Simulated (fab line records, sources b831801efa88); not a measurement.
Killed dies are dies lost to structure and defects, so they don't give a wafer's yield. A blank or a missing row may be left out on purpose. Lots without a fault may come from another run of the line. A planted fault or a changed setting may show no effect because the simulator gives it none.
One fault seen from 2 desks | flow gf180mcu | each desk has only its own numbers; what lay behind them comes last

THE METROLOGY DESK
What the gauges read, lot by lot, whatever tool the lot ran on: means of the sampled wafers that have a number. A lot is out of limits, marked OUT, if its mean lies more than 4 standard deviations from the usual mean; the brackets give that distance.
Columns: A = TOP_METAL_ALCU_RS at GF_TOP_METAL_RS_MEAS_05, usual 0.03287 ohm/sq; B = PASSIVATION_BOW at GF_PASSIVATION_BOW_MEAS_14, usual 133 um
lot  | first seen here | A       | B
L872 | day 28 11:03    | 0.03254 | 123
L873 | day 29 02:35    | 0.03334 | 141
L874 | day 29 04:13    | 0.03331 | 131
L877 | day 30 01:18    | 0.03277 | 127
L879 | day 30 07:16    | 0.03309 | 128
L881 | day 30 22:51    | 0.03257 | 125
L884 | day 31 16:17    | 0.03252 | 142
L885 | day 32 00:16    | 0.03290 | 136
L888 | day 32 17:48    | 0.03305 | 124
L890 | day 33 03:29    | 0.03285 | 120
L891 | day 33 10:41    | 0.03257 | 111
L892 | day 33 15:53    | 0.03342 | 130
This desk's finding: nothing out of limits on any of the 12 lots.

THE TOOL OWNER'S DESK: rie_diel-03
The tool's own readings at GF_PASSIVATION_ETCH_11 (etches the open film in CF4/O2, stops on TiN, target depth 1800 nm, time 400 s): means of the sampled wafers that have a number, for each lot that ran on this tool. A lot is out of limits, marked OUT, if its mean lies more than 4 standard deviations from the usual mean; the brackets give that distance.
Columns: A = O2_flow_sccm at GF_PASSIVATION_ETCH_11, usual 9.99 sccm; B = bias_w at GF_PASSIVATION_ETCH_11, usual 150.0 W; C = drypump_motor_current_A at GF_PASSIVATION_ETCH_11, usual 5.7 A; D = oes_product_au at GF_PASSIVATION_ETCH_11, usual 0.963 a.u.; E = rf_fwd_power_W at GF_PASSIVATION_ETCH_11, usual 798.8 W; F = throttle_valve_pct at GF_PASSIVATION_ETCH_11, usual 5.961 %
lot  | first seen here | A     | B     | C   | D     | E     | F
L872 | day 30 03:04    | 9.98  | 150.1 | 5.8 | 0.960 | 800.1 | 5.963
L874 | day 30 18:52    | 10.02 | 149.8 | 6.2 | 0.961 | 797.8 | 5.969
L877 | day 31 14:04    | 10.00 | 150.1 | 5.8 | 0.966 | 798.2 | 5.953
L881 | day 32 10:04    | 10.03 | 150.1 | 5.5 | 0.963 | 798.4 | 5.962
L891 | day 34 17:33    | 10.01 | 150.7 | 6.0 | 0.953 | 798.4 | 5.963
This desk's finding: nothing out of limits on any of the 5 lots.

PUT TOGETHER
The metrology desk saw nothing out of limits.
The tool owner's desk saw nothing out of limits.

WHAT THE SIMULATOR HAD PUT IN
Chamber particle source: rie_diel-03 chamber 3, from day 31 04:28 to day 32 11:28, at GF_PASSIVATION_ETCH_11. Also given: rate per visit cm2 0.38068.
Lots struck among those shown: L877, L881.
